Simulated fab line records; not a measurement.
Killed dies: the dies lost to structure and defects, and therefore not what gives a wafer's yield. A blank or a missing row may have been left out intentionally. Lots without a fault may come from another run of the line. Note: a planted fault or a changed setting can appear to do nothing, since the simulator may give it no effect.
Which tool did it? / flow gf180mcu / 7 lots, 21 wafers sampled, at 2 steps of a route of 602

== WHAT THE GAUGES READ, wafer by wafer ==
GF_HV_LDD_THK_MEAS_57.
lot=L861; measured=day 12 22:28; on=film-metro-04; HV_LDD_CVD_56_THK (nm)=88.5 88.0 88.2
lot=L865; measured=day 14 04:22; on=film-metro-01; HV_LDD_CVD_56_THK (nm)=90.4 88.6 90.2
lot=L867; measured=day 14 18:14; on=film-metro-03; HV_LDD_CVD_56_THK (nm)=91.2 92.1 91.4
lot=L869; measured=day 15 14:14; on=film-metro-04; HV_LDD_CVD_56_THK (nm)=134.5 134.4 134.0 134.4 134.3 134.0
lot=L879; measured=day 18 22:17; on=film-metro-04; HV_LDD_CVD_56_THK (nm)=88.7 88.8 88.6
lot=L881; measured=day 19 14:42; on=film-metro-01; HV_LDD_CVD_56_THK (nm)=90.1 90.0 90.1
lot=L883; measured=day 20 08:37; on=film-metro-03; HV_LDD_CVD_56_THK (nm)=89.7 89.7 89.4

== EACH LOT AND THE TOOL THAT RAN IT (in order: tool; ch and the chambers of the sampled wafers; start) ==
lot=L861; GF_HV_LDD_CVD_56=lpcvd-02 ch 1, day 12 19:15
lot=L865; GF_HV_LDD_CVD_56=lpcvd-02 ch 0, day 14 02:56
lot=L867; GF_HV_LDD_CVD_56=lpcvd-01 ch 1, day 14 16:47
lot=L869; GF_HV_LDD_CVD_56=lpcvd-01 ch 1, day 15 12:47
lot=L879; GF_HV_LDD_CVD_56=lpcvd-01 ch 1, day 18 20:52
lot=L881; GF_HV_LDD_CVD_56=lpcvd-02 ch 1, day 19 12:34
lot=L883; GF_HV_LDD_CVD_56=lpcvd-02 ch 0, day 20 07:10
- GF_HV_LDD_CVD_56: deposits Si3N4 from DCS/NH3, target thk 90 nm, time 1543 s.

== THE ANSWER, worked out from the rows above alone ==
Rule: the lots themselves supply what counts as usual. Put in order of their means at a reading, lots are off if they are a third of the lots or fewer, leave a main group of 4 or more, and stand apart from it by a gap of 3 or more times the standard deviation of the main group's means; of several such gaps the widest counts. A main group whose means are all the same, to the digits that the tables above print for the reading, isn't used. A lot without any number at a reading at which 4 lots or more have one is off too. All remaining lots with rows at the step are treated as sound.
Off: L869, at GF_HV_LDD_THK_MEAS_57 (HV_LDD_CVD_56_THK). For the main group the mean is 89.7 nm and the standard deviation 1.1.
A tool fits if, at a process step before that reading, it ran every lot that is off, and no sound lot after the first of them. Gauges at GF_HV_LDD_THK_MEAS_57: tried the same way as those tools. Not one of the candidates tried fits.

== WHAT THE SIMULATOR HAD PUT IN ==
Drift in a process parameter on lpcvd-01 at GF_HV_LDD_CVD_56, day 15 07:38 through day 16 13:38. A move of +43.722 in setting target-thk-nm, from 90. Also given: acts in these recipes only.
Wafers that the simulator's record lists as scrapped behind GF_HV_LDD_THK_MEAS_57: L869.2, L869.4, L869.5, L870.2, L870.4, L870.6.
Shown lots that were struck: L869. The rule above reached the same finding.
